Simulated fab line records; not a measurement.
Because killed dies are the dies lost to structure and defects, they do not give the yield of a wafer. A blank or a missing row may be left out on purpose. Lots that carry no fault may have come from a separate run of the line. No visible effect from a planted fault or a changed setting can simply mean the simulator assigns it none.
8D (eight disciplines) problem report, filled in by code ; flow sky130 ; the parts of the form that need people (team, actions taken, sign-off) are left out

1. PROBLEM STATEMENT
Wafers free of any fault read 43.3 nm (standard deviation 0.39) for SPACER_CVD_00_THK at SKY_SPACER_THK_MEAS_01, against a mean of 34.5 nm on 9 wafers of 3 lots. Measured from the usual mean, that is -23 standard deviations.
The first sign was on wafer L711.1 at day 27 14:41, on film_metro-03. At this step, 33 wafers from 11 lots have a number in the record. By rule, "out" or "out of limits" means more than 4 standard deviations away from the usual mean. Any other wafer with a number is counted as sound.

2. WHAT IT IS, AND WHAT IT ISN'T
question;is;is not
which readings at this step;SPACER_CVD_00_THK;-
which lots;L711, L712, L713;L699, L700, L701, L702, L703, L704, L705, L709
which wafers of those lots;all that have a number;-
read on which gauges;film_metro-02, film_metro-03, film_metro-04;-
when;from day 27 14:41;up to then (24 sound wafers)

3. WHAT RULES OUT EACH SUSPECT
Counting: a tool at a process step up to the reading stays a suspect if it ran every lot that is out and no sound lot after the first of them.
- the gauge at SKY_SPACER_THK_MEAS_01 is ruled out. Those wafers that are out were read across 3 gauges (film_metro-02, film_metro-03, film_metro-04).
- lpcvd-02 at SKY_SPACER_CVD_00 (deposits Si3N4 from DCS/NH3, target thk 43.1 nm, time 740 s): kept. Every lot that is out went through it, starting with L711 (day 27 13:29), and after that it ran no sound lot; the last sound lot it ran before then is L709 (day 26 23:37).
Left after counting: lpcvd-02 at SKY_SPACER_CVD_00.

4. THE CAUSE (what the simulator had put in)
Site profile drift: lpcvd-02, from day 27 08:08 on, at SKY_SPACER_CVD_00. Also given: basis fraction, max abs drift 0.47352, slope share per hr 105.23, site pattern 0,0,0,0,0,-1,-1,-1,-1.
Only this tool survived the counting.

5. THE EFFECT CHAIN, in route order
Each row: a reading whose mean over the struck wafers that have a number lies more than 3 standard deviations from the usual. Readings are gone through only where the record gives a usual standard deviation; hours: the median, over the lots, of the time from a lot's start at the first step in this table giving one to that lot's start at this step; sigmas: the change measured in usual standard deviations.
hours;step;reading;usual;on struck wafers;change;sigmas
0;SKY_SPACER_THK_MEAS_01;SPACER_CVD_00_THK;43.3 nm;34.5;-8.8;-23
0;SKY_SPACER_ETCHBACK_02;oes_product_au;0.858 a.u.;0.761;-0.097;-15
Its process steps:
- SKY_SPACER_ETCHBACK_02: etches Si3N4 in CH3F/O2, stops on SiO2, time 46.7 s, target depth 45 nm.
Later steps that measure or inspect, where all struck wafers having a row at the step show a number for every such reading and not one has moved that far: SKY_SD_P_OVL_MEAS_08, SKY_LI_CONTACT_OVL_MEAS_13.

6. HOW IT WOULD HAVE BEEN CAUGHT EARLIER
Counted from the fault's start at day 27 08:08, it took 7 hours until the first out-of-limits reading at a measuring or inspecting step in this record, taken at day 27 14:41.
No tool reading at SKY_SPACER_CVD_00 that has a usual standard deviation in the record was out on any struck wafer, so an alarm limit of 4 standard deviations on those readings would not have fired.
Lots out: 3; of these, L712, L713 started SKY_SPACER_CVD_00 on lpcvd-02 after day 27 14:41. A hold on the tool at that time would have spared those 2.
